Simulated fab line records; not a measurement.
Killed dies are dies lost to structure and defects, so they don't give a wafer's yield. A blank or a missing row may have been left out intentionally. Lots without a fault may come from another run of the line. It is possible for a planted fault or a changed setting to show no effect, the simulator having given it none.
Split-lot experiment | flow gf180mcu | 5 lots, 23 wafers read, on a route of 602 steps

## ON THE SPLIT
At GF_PASSIVATION_CVD_02 (deposits Si3N4, target thk 700 nm, time 486.18 s), the setting rf-w was moved away from the recipe's 450 W on 10 of the 23 wafers read, by -11.9% to +6.6%. For the rest of the wafers, this setting stayed at what the recipe calls for.

Between the split and the reading, the file records no step.

## THE READING
PASSIVATION_CVD_02_THK (nm), taken at GF_PASSIVATION_THK_MEAS_03. On this fab line, fault-free wafers typically give 696 nm with a standard deviation of 8.6 nm.

wafer  | tool, chamber at the split | rf-w as run, W | against the recipe | PASSIVATION_CVD_02_THK, nm | against lot-mates on the recipe
L075.1 | pecvd-04, 2                | 450            | recipe             | 690                        | -
L075.2 | pecvd-04, 0                | 479.9          | +6.6%              | 691                        | +2
L075.3 | pecvd-04, 1                | 450            | recipe             | 689                        | -
L075.4 | pecvd-04, 1                | 479.9          | +6.6%              | 713                        | +24
L075.6 | pecvd-04, 0                | 479.9          | +6.6%              | 711                        | +22
L079.1 | pecvd-01, 2                | 396.3          | -11.9%             | 667                        | -43
L079.2 | pecvd-01, 1                | 396.3          | -11.9%             | 672                        | -38
L079.3 | pecvd-01, 0                | 450            | recipe             | 709                        | -
L079.4 | pecvd-01, 0                | 450            | recipe             | 717                        | -
L079.5 | pecvd-01, 1                | 450            | recipe             | 704                        | -
L078.2 | pecvd-01, 1                | 403.8          | -10.3%             | 666                        | -30
L078.3 | pecvd-01, 2                | 450            | recipe             | 686                        | -
L078.4 | pecvd-01, 2                | 403.8          | -10.3%             | 665                        | -30
L078.5 | pecvd-01, 0                | 450            | recipe             | 705                        | -
L078.6 | pecvd-01, 1                | 403.8          | -10.3%             | 674                        | -22
L082.1 | pecvd-01, 2                | 450            | recipe             | 688                        | -
L082.2 | pecvd-01, 0                | 450            | recipe             | 699                        | -
L082.3 | pecvd-01, 1                | 450            | recipe             | 696                        | -
L082.4 | pecvd-01, 0                | 479.4          | +6.5%              | 716                        | +22
L082.6 | pecvd-01, 1                | 479.4          | +6.5%              | 712                        | +18
L085.2 | pecvd-03, 0                | 450            | recipe             | 699                        | -
L085.3 | pecvd-03, 1                | 450            | recipe             | 692                        | -
L085.4 | pecvd-03, 1                | 450            | recipe             | 701                        | -

FIT RESULTS
A straight line over all 23 wafers: PASSIVATION_CVD_02_THK changes by +2.32 nm for each +1% of rf-w; r = +0.85; the points scatter about the line by 8.8 nm.
The same after taking each lot's own level away (the mean of its wafers on the recipe; 23 wafers): +2.88 nm for each +1%; r = +0.94; scatter 6.4 nm.
The reading moves by 34 nm for the largest change in rf-w, on that fit.
From 689.5 to 710.0 nm: that is the span of the lots' own levels, equal to 2.4 times the standard deviation above.
Hence the slope depends on the lot-to-lot level, as the two fits are not the same.
Check: for one of the wafers moved furthest among these (-11.9%), held out of the fit, the line's prediction against its lot-mates is -33 nm. It came out at -43 nm against them.

## OTHER SPLITS ON THESE WAFERS
Before the reading, these wafers also passed through other splits. Each is held against what the fit with the lots' levels taken away leaves over:
other split on the same wafers  | wafers away from the commonest value | r with PASSIVATION_CVD_02_THK (lot level and that fit taken away)
GF_M4_SPUTTER_02 time-s         | 7                                    | -0.13
GF_V4_CMP_04 leave-above-ref-nm | 4                                    | -0.29
GF_V4_PEB_12 peb-temp-c         | 10                                   | -0.08
GF_V4_ETCH_16 source-w          | 11                                   | +0.13
GF_MIM_SPUTTER_01 time-s        | 12                                   | +0.03
GF_MIM_SPUTTER_09 time-s        | 7                                    | -0.32
GF_MIM_EXPOSE_16 dose-mj        | 10                                   | +0.06
GF_M5_COAT_02 resist-thk-nm     | 12                                   | -0.02
GF_M5_ETCH_09 time-s            | 8                                    | -0.28

## THE WHOLE CHAIN: every reading that the file lists as answering this split, in the file's order
step                       | what it does                                     | reading                                                                             | change (the file's fit)              | r (the file's)
GF_PASSIVATION_CVD_02      | deposits Si3N4, target thk 700 nm, time 486.18 s | Si3N4_of_PASSIVATION_CVD_02.thk-nm (the simulator's own value, which no gauge read) | +2.97 nm for each +1% of the setting | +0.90
GF_PASSIVATION_THK_MEAS_03 |                                                  | PASSIVATION_CVD_02_THK                                                              | +2.97 for each +1% of the setting    | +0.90

## FILE'S OWN FIT
PASSIVATION_CVD_02_THK changes by +2.97 nm for each +1% of rf-w, r = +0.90.
